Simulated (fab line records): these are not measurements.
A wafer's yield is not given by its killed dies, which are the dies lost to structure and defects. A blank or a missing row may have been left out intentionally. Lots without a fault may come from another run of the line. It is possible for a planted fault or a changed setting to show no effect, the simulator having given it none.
Comparing a struck lot with a sound one + flow sky130 + 16 out of 708 route steps
Sound: wafers L915.2, L915.3, L915.4. The struck wafers were L929.3, L929.4, L929.6. The cause comes at the end.
Order at every step that has rows: each side's tool, ch and its chambers, its first start. Under that, the readings that differ: sound wafers + struck wafers + difference of the means + sigmas: that difference in standard deviations of wafers without a fault.
alike: readings whose means differ by less than 2 such deviations, and words and numbers that are the same on both sides. not compared: withheld readings, readings that some wafer has no value for, bounds like >300 that may hide the same value, and numbers for which the record gives no deviation and whose values overlap.
The two part at a step that has a row with sigmas, a row that says differs or no value, or rows on one side only. When numbers do not overlap yet have no deviation, they are printed without sigmas and do not part them. A reading missing from all wafers of one side parts the sides only when that side holds two or more wafers.

SKY_NWELL_RS_MEAS_29: a four-point-probe measurement.
  struck on film-metro-01, day 9 05:51; sound on film-metro-02, day 5 17:28
| reading           | sound             | struck            | difference | sigmas |
|-------------------|-------------------|-------------------|------------|--------|
| NWELL_RS (ohm/sq) | 622.1 622.9 621.3 | 627.0 625.8 625.9 | +4.1       | +3     |
SKY_NWELL_RS_MEAS_31: a four-point-probe measurement.
  struck on film-metro-01, day 9 06:05; sound on film-metro-02, day 5 17:43
  alike: PWDE_RS
then, 7 steps without rows for these wafers: SKY_VT_ADJUST_HVTP_DEHYDRATE_00 (time 60 s); SKY_VT_ADJUST_HVTP_HMDS_01 (prime time 60 s); SKY_VT_ADJUST_HVTP_COAT_02 (resist thk 1140 nm); SKY_VT_ADJUST_HVTP_SOFTBAKE_03 (time 60 s); SKY_VT_ADJUST_HVTP_EXPOSE_04 (exposes mask HVTPM, target cd 380 nm); SKY_VT_ADJUST_HVTP_PEB_05; SKY_VT_ADJUST_HVTP_DEVELOP_06 (develop time 60 s).
SKY_VT_ADJUST_HVTP_CD_MEAS_07: target cd 380 nm.
  struck on cd-sem-01, day 10 03:59; sound on cd-sem-02, day 6 11:49
  alike: cd-nm
SKY_VT_ADJUST_HVTP_OVL_MEAS_08:
  struck on overlay-02, day 10 04:05; sound on overlay-02, day 6 11:56
  alike: VT_ADJUST_HVTP_OVL
SKY_VT_ADJUST_HVTP_IMPLANT_09:
  sound on implanter-04 ch 0, day 6 11:59; struck on implanter-03 ch 0, day 10 04:10
| reading            | sound                         | struck                        | difference | sigmas      |
|--------------------|-------------------------------|-------------------------------|------------|-------------|
| dose-ions-cm2      | 4.297e+12 4.302e+12 4.302e+12 | 4.914e+12 4.909e+12 4.919e+12 | +6.137e+11 | +99 or more |
| faraday-current-uA | 24.1 24.4 23.4                | 27.9 28.0 28.4                | +4.1       | +8          |
SKY_VT_ADJUST_HVTP_STRIP_10: strips in O2/N2.
  sound on plasma-asher-04 ch 0,1, day 6 12:07; struck on plasma-asher-02 ch 0,1, day 10 04:17
  alike: drypump-motor-current-A, oes-product-au, strip-time-to-endpoint-s
  not compared: rf-hours-counter-h
SKY_VT_ADJUST_HVTP_TW_MEAS_11:
  struck on film-metro-03, day 10 04:23; sound on film-metro-01, day 6 12:13
| reading           | sound          | struck         | difference | sigmas |
|-------------------|----------------|----------------|------------|--------|
| VT_ADJUST_HVTP_TW | 1350 1356 1349 | 1411 1417 1412 | +62        | +10    |
then, 1 step without rows for these wafers: SKY_VT_ADJUST_LVTN_DEHYDRATE_00 (time 60 s).
-- the record jumps here: 39 days lie between the struck wafers' starts before and after (it left off in module VT_ADJUST_LVTN and takes up again in module PAD_OPEN, whose first step shown is number 708 of the route) --
SKY_PAD_OPEN_PROBE_99:
  struck on prober-01, day 49 13:36; sound on prober-01, day 46 04:11
| reading                                  | sound                | struck               | difference | sigmas |
|------------------------------------------|----------------------|----------------------|------------|--------|
| model.etest.tip-p.rs-ohm-sq              | 6894 6894 6859       | 7339 7285 7247       | +408       |        |
| model.etest.pfet_01v8.drive-ua-um        | 195.6 195 193.5      | 183.9 190 185.4      | -8.3       |        |
| model.etest.pfet_01v8_mvt.drive-ua-um    | 153.7 152.8 153.6    | 141.1 143.2 141.8    | -11.3      |        |
| model.etest.pfet_01v8_hvt.drive-ua-um    | 145.9 144.8 142.9    | 139.4 142.6 139.7    | -4.0       |        |
| model.etest.pfet_01v8.off-log10-a-um     | -9.641 -9.662 -10    | -10.78 -10.57 -10.95 | -1.00      |        |
| model.etest.pfet_01v8_mvt.off-log10-a-um | -10.76 -10.68 -10.68 | -11.99 -11.94 -11.98 | -1.26      |        |
  alike: killed_at_M0_to_M3, killed_at_M4_up, killed-at-contacts, killed-at-front-end, killed-at-other, killed-dies, killed-on-rim, killed-open, killed-short
  not compared: model.etest.pfet_01v8.r-on-ohm-um, model.etest.sram-pfet-latch.drive-ua-um

WHERE THEY PART
Last at SKY_VT_ADJUST_HVTP_TW_MEAS_11 as far as this record goes, first at SKY_NWELL_RS_MEAS_29. Later steps at which nothing parts them and some readings are alike: SKY_PAD_OPEN_PROBE_99.

WHY: what had been put in by the simulator
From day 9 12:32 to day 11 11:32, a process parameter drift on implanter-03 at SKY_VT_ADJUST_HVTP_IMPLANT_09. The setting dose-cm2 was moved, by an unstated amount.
